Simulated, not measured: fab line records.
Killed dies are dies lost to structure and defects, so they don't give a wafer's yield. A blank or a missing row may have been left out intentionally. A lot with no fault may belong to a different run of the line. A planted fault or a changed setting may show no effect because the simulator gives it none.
Code-filled problem report in 8D (eight disciplines) form | flow gf180mcu | the parts of the form that need people (team, actions taken, sign-off) are left out

== 1. WHAT IS WRONG ==
SALICIDE_TIN_RS at GF_SALICIDE_RS_MEAS_04 reads a mean of 21.1 ohm/sq on 6 wafers of 2 lots; wafers without a fault read 16.4 ohm/sq with a standard deviation of 0.41. Measured from the usual mean, that is +12 standard deviations.
The step: measures by four-point-probe.
First seen on wafer L633.1, day 20 03:41, on film_metro-02. At this step, 36 wafers from 12 lots have a number in the record. Rule for "out", or "out of limits": more than 4 standard deviations from the usual mean. Any other wafer with a number is counted as sound.

== 2. WHAT THIS IS AND IS NOT ==
question                    | is                           | is not
which readings at this step | SALICIDE_TIN_RS              | -
which lots                  | L633, L634                   | L619, L621, L623, L626, L627, L636, L637, L640, L641, L642
which wafers of those lots  | all that have a number       | -
read on which gauges        | film_metro-01, film_metro-02 | film_metro-04
when                        | from day 20 03:41            | up to then (15 sound wafers); but 15 sound wafers of L636, L637, L640, L641, L642 came after

== 3. WHAT RULES OUT EACH SUSPECT ==
Counting: a tool at any process step up to the reading remains a suspect when it ran all the lots that are out and ran no sound lot after the first of those.
- the gauge at GF_SALICIDE_RS_MEAS_04 has been ruled out. The wafers that are out were read on 2 gauges (film_metro-01, film_metro-02).
- pvd_sputter-02 at GF_SALICIDE_SPUTTER_03 (material TiN, target thk 20 nm, time 16.4 s): kept. All lots that are out passed through it, beginning with L633 at day 20 03:40, and no sound lot followed; its final sound lot before that point was L619 at day 15 01:22.
Remaining after the count: pvd_sputter-02 at GF_SALICIDE_SPUTTER_03.

== 4. THE CAUSE (what the simulator had put in) ==
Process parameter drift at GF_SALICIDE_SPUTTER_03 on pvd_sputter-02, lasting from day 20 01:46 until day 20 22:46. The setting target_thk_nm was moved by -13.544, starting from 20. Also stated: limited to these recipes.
The count eliminated every tool but this one.

== 5. THE EFFECT CHAIN, in route order ==
Each row: a reading whose mean over the struck wafers that have a number lies more than 3 standard deviations from the usual. Only readings whose record carries a usual standard deviation are examined. hours: median over the lots of the time between each lot's start at the first step of this table that gives one and its start at this step. sigmas: the change, counted in usual standard deviations.
hours | step                    | reading          | usual       | on struck wafers | change | sigmas
0     | GF_SALICIDE_RS_MEAS_04  | SALICIDE_TIN_RS  | 16.4 ohm/sq | 21.1             | +4.8   | +12
0     | GF_SALICIDE_THK_MEAS_05 | SALICIDE_TIN_THK | 19.45 nm    | 6.53             | -12.92 | -45

== 6. WHAT WOULD HAVE CAUGHT IT SOONER ==
Counted from the fault's start at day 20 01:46, it took 2 hours until the first out-of-limits reading at a measuring or inspecting step in this record, taken at day 20 03:41.
An alarm limit of 4 standard deviations would not have fired on the tool readings at GF_SALICIDE_SPUTTER_03 for which the record gives a usual standard deviation, since none of them was out on any struck wafer.
Among the 2 lots that are out, L634 began GF_SALICIDE_SPUTTER_03 on pvd_sputter-02 after day 20 03:41. A hold on the tool at that time would have spared it.
